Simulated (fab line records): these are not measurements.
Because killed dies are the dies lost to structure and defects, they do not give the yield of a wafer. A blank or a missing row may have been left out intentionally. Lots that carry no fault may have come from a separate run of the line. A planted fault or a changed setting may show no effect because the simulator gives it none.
The same fault as seen by 2 desks ; flow sky130 ; each desk holds nothing but its own numbers, with what lay behind them at the end

## THE METROLOGY DESK
Means of the sampled wafers that have a number, per lot and without regard to the tool the lot ran on: this is what the gauges read. A lot is out of limits, marked OUT, if its mean lies more than 4 standard deviations from the usual mean; the brackets give that distance.
Columns: A = VT_ADJUST_LVTN_2_TW at SKY_VT_ADJUST_LVTN_TW_MEAS_21, usual 189.6; B = POLY_GATE_TW at SKY_RES_PROTECT_TW_MEAS_08, usual 4061
lot;first seen here;A;B
L715;day 8 05:16;190.2;4084
L716;day 8 08:03;190.1;4003
L717;day 8 12:38;190.9;4073
L718;day 8 16:29;190.8;4078
L719;day 8 23:14;188.8;4066
L723;day 10 05:21;207.9 (+14) OUT;4084
L725;day 10 18:53;207.7 (+14) OUT;4053
L729;day 11 23:25;190.9;4016
L731;day 12 14:14;188.2;4108
L733;day 13 01:43;187.3;4019
L734;day 13 09:41;191.3;3979
L735;day 13 20:07;188.6;4082
This desk reports L723, L725 out of limits; the earliest was L723 at day 10 05:21 (VT_ADJUST_LVTN_2_TW at SKY_VT_ADJUST_LVTN_TW_MEAS_21). In limits: L715, L716, L717, L718, L719, L729, L731, L733, L734, L735.

## FOR THE TOOL OWNER'S DESK: implanter-01
SKY_VT_ADJUST_LVTN_IMPLANT_19, tool's own readings: per-lot mean of the sampled wafers with a number, covering each lot this tool ran. A lot is out of limits, marked OUT, if its mean lies more than 4 standard deviations from the usual mean; the brackets give that distance.
Columns: A = dose_ions_cm2 at SKY_VT_ADJUST_LVTN_IMPLANT_19, usual 6.501e+11; B = faraday_current_uA at SKY_VT_ADJUST_LVTN_IMPLANT_19, usual 3.67
lot;first seen here;A;B
L717;day 8 12:24;6.499e+11;3.62
L718;day 8 16:14;6.505e+11;3.70
L719;day 8 22:59;6.505e+11;3.65
L723;day 10 05:07;8.978e+11 (+99 or more) OUT;5.05 (+17) OUT
L725;day 10 18:41;8.974e+11 (+99 or more) OUT;5.11 (+18) OUT
L733;day 13 01:30;6.503e+11;3.67
L735;day 13 19:53;6.500e+11;3.74
This desk finds L723, L725 out of limits, L723 being first, at day 10 05:07 (dose_ions_cm2 at SKY_VT_ADJUST_LVTN_IMPLANT_19). In limits: L717, L718, L719, L733, L735.

## BROUGHT TOGETHER
The tool owner's desk could have raised an alarm at day 10 05:07, on L723, L725.
On L723, L725, the metrology desk was in a position to raise an alarm at day 10 05:21.
The lots listed all ran SKY_VT_ADJUST_LVTN_IMPLANT_19 on implanter-01.

## WHAT WAS PUT IN BY THE SIMULATOR
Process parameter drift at SKY_VT_ADJUST_LVTN_IMPLANT_19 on implanter-01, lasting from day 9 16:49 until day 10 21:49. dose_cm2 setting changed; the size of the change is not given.
Shown lots that were struck: L723, L725.
Delay (hours) between the fault's onset and each desk's first out-of-limits reading: 12 at the tool owner's desk, 13 at the metrology desk.
